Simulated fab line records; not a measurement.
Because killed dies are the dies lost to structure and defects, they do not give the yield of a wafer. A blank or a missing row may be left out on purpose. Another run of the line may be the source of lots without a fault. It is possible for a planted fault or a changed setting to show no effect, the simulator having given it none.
Which tool was responsible? :: flow sky130 :: 32 wafers from 11 lots sampled at 5 of the route's 708 steps

== WHAT THE GAUGES SHOWED, per wafer ==
SKY_METAL3_CD_MEAS_13 targets a cd of 300 nm. Usual: cd_nm 300.5 nm, standard deviation 1.4.
lot: L103
measured: day 38 15:41
on: cd_sem-02
cd_nm (nm): 300.9 301.4 300.1
flag: 

lot: L104
measured: day 39 07:19
on: cd_sem-01
cd_nm (nm): 300.1 299.7 300.3
flag: 

lot: L105
measured: day 39 10:50
on: cd_sem-01
cd_nm (nm): 300.5 300.7 299.9
flag: 

lot: L108
measured: day 40 13:09
on: cd_sem-02
cd_nm (nm): 301.2 301.3 300.1
flag: 

lot: L110
measured: day 40 23:47
on: cd_sem-01
cd_nm (nm): 301.5 301.1 299.8
flag: 

lot: L111
measured: day 41 07:00
on: cd_sem-02
cd_nm (nm): 299.9 300.2 300.8
flag: 

lot: L117
measured: day 43 00:50
on: cd_sem-02
cd_nm (nm): 300.7 301.0 299.9
flag: 

lot: L120
measured: day 44 00:39
on: cd_sem-01
cd_nm (nm): 302.1 302.4
flag: 

lot: L122
measured: day 44 10:17
on: cd_sem-01
cd_nm (nm): 302.1 302.5 300.5
flag: 

lot: L123
measured: day 44 17:16
on: cd_sem-01
cd_nm (nm): 300.3 298.9 300.0
flag: 

lot: L125
measured: day 45 08:26
on: cd_sem-01
cd_nm (nm): 301.8 299.9 300.5
flag: 

SKY_METAL3_OVL_MEAS_14. Usual: for METAL3_OVL the level is -1 nm and the standard deviation is 4.8.
lot: L103
measured: day 38 15:47
on: overlay-02
METAL3_OVL (nm): -1 -1 0
flag: 

lot: L104
measured: day 39 07:25
on: overlay-01
METAL3_OVL (nm): -17 -4 -9
flag: 

lot: L105
measured: day 39 10:57
on: overlay-02
METAL3_OVL (nm): 1 7 5
flag: 

lot: L108
measured: day 40 13:16
on: overlay-01
METAL3_OVL (nm): -7 -1 -1
flag: 

lot: L110
measured: day 40 23:55
on: overlay-01
METAL3_OVL (nm): -1 -1 3
flag: 

lot: L111
measured: day 41 07:07
on: overlay-01
METAL3_OVL (nm): 4 6 -1
flag: 

lot: L117
measured: day 43 00:57
on: overlay-01
METAL3_OVL (nm): 1 3 10
flag: 

lot: L120
measured: day 44 00:44
on: overlay-01
METAL3_OVL (nm): 0 -4
flag: 

lot: L122
measured: day 44 10:25
on: overlay-02
METAL3_OVL (nm): 3 4 4
flag: 

lot: L123
measured: day 44 17:20
on: overlay-02
METAL3_OVL (nm): -3 -5 1
flag: 

lot: L125
measured: day 45 08:34
on: overlay-01
METAL3_OVL (nm): 1 1 1
flag: 

SKY_VIA3_RS_MEAS_22: a four-point-probe measurement. Usual: for VIA3_W_RS the level is 0.294 ohm/sq and the standard deviation is 0.0061.
lot: L103
measured: day 39 18:56
on: film_metro-02
VIA3_W_RS (ohm/sq): 0.294 0.283 0.297
flag: 

lot: L104
measured: day 40 12:16
on: film_metro-03
VIA3_W_RS (ohm/sq): 0.300 0.288 0.296
flag: 

lot: L105
measured: day 40 14:40
on: film_metro-03
VIA3_W_RS (ohm/sq): 0.299 0.300 0.304
flag: 

lot: L108
measured: day 41 15:35
on: film_metro-03
VIA3_W_RS (ohm/sq): 0.287 0.292 0.293
flag: 

lot: L110
measured: day 42 01:52
on: film_metro-04
VIA3_W_RS (ohm/sq): 0.303 0.301 0.301
flag: 

lot: L111
measured: day 42 09:59
on: film_metro-03
VIA3_W_RS (ohm/sq): 0.296 0.297 0.298
flag: 

lot: L117
measured: day 44 02:52
on: film_metro-04
VIA3_W_RS (ohm/sq): 0.301 0.253 0.300
flag: 

lot: L120
measured: day 45 01:52
on: film_metro-04
VIA3_W_RS (ohm/sq): 0.255 0.298
flag: 

lot: L122
measured: day 45 10:22
on: film_metro-02
VIA3_W_RS (ohm/sq): 0.296 0.284 0.296
flag: 

lot: L123
measured: day 45 17:27
on: film_metro-04
VIA3_W_RS (ohm/sq): 0.298 0.289 0.296
flag: 

lot: L125
measured: day 46 07:55
on: film_metro-03
VIA3_W_RS (ohm/sq): 0.286 0.292 0.285
flag: 

SKY_VIA3_THK_MEAS_23: measures by xrf. Usual: for VIA3_W_THK the level is 397 nm and the standard deviation is 9.3.
lot: L103
measured: day 39 19:02
on: film_metro-02
VIA3_W_THK (nm): 398 413 398
flag: 

lot: L104
measured: day 40 12:22
on: film_metro-03
VIA3_W_THK (nm): 383 402 391
flag: 

lot: L105
measured: day 40 14:47
on: film_metro-03
VIA3_W_THK (nm): 386 385 381
flag: 

lot: L108
measured: day 41 15:43
on: film_metro-03
VIA3_W_THK (nm): 404 397 395
flag: 

lot: L110
measured: day 42 01:59
on: film_metro-04
VIA3_W_THK (nm): 380 384 386
flag: 

lot: L111
measured: day 42 10:06
on: film_metro-03
VIA3_W_THK (nm): 392 391 391
flag: 

lot: L117
measured: day 44 02:59
on: film_metro-04
VIA3_W_THK (nm): 388 463 391
flag: 

lot: L120
measured: day 45 01:58
on: film_metro-04
VIA3_W_THK (nm): 455 387
flag: 

lot: L122
measured: day 45 10:29
on: film_metro-02
VIA3_W_THK (nm): 398 417 396
flag: 

lot: L123
measured: day 45 17:32
on: film_metro-04
VIA3_W_THK (nm): 389 400 389
flag: 

lot: L125
measured: day 46 08:02
on: film_metro-03
VIA3_W_THK (nm): 410 400 414
flag: 

== TOOL THAT RAN EACH LOT (tool first, then ch and the chambers of the sampled wafers, then the start) ==
lot: L103
SKY_VIA3_CVD_21: cvd_w-01 ch 0,1, day 39 18:49

lot: L104
SKY_VIA3_CVD_21: cvd_w-01 ch 0,1, day 40 12:08

lot: L105
SKY_VIA3_CVD_21: cvd_w-02 ch 0, day 40 14:25

lot: L108
SKY_VIA3_CVD_21: cvd_w-01 ch 0,1, day 41 15:28

lot: L110
SKY_VIA3_CVD_21: cvd_w-02 ch 0,1, day 42 01:44

lot: L111
SKY_VIA3_CVD_21: cvd_w-02 ch 1, day 42 09:52

lot: L117
SKY_VIA3_CVD_21: cvd_w-02 ch 0, day 44 02:37

lot: L120
SKY_VIA3_CVD_21: cvd_w-02 ch 0,1, day 45 01:44

lot: L122
SKY_VIA3_CVD_21: cvd_w-01 ch 0,1, day 45 10:15

lot: L123
SKY_VIA3_CVD_21: cvd_w-01 ch 0,1, day 45 17:19

lot: L125
SKY_VIA3_CVD_21: cvd_w-01 ch 0,1, day 46 07:48
- SKY_VIA3_CVD_21: deposits W, target thk 390 nm, time 117.31 s.

== AS READ BY THE TOOLS THEMSELVES (means over the sampled wafers that have a number; for cases with no such wafer, the mark the record gives instead) ==
SKY_VIA3_CVD_21. Usual: heater_power_w 821 W, standard deviation 44.
lot: L103
tool: cvd_w-01
heater_power_w (W): 861
flag: 

lot: L104
tool: cvd_w-01
heater_power_w (W): 868
flag: 

lot: L105
tool: cvd_w-02
heater_power_w (W): 784
flag: 

lot: L108
tool: cvd_w-01
heater_power_w (W): 856
flag: 

lot: L110
tool: cvd_w-02
heater_power_w (W): 785
flag: 

lot: L111
tool: cvd_w-02
heater_power_w (W): 781
flag: 

lot: L117
tool: cvd_w-02
heater_power_w (W): 802
flag: 

lot: L120
tool: cvd_w-02
heater_power_w (W): 778
flag: 

lot: L122
tool: cvd_w-01
heater_power_w (W): 866
flag: 

lot: L123
tool: cvd_w-01
heater_power_w (W): 854
flag: 

lot: L125
tool: cvd_w-01
heater_power_w (W): 830
flag: 

== THE ANSWER, worked out from the rows above alone ==
Rule: a lot is off if the mean of its wafers that have a number lies more than 3 standard deviations from the usual mean. A lot without any number at a reading at which 4 lots or more have one is off too. The other lots that the step has rows for count as sound. First the gauges in route order, then the tools' own readings, where a lot's mean is used as printed above. The first step at which some lot is off is used, and at that step the reading that is off furthest; a lot without a number counts as furthest.
No lot is off at any reading shown: from this, nothing can be told.

== WHAT THE SIMULATOR HAD PUT IN ==
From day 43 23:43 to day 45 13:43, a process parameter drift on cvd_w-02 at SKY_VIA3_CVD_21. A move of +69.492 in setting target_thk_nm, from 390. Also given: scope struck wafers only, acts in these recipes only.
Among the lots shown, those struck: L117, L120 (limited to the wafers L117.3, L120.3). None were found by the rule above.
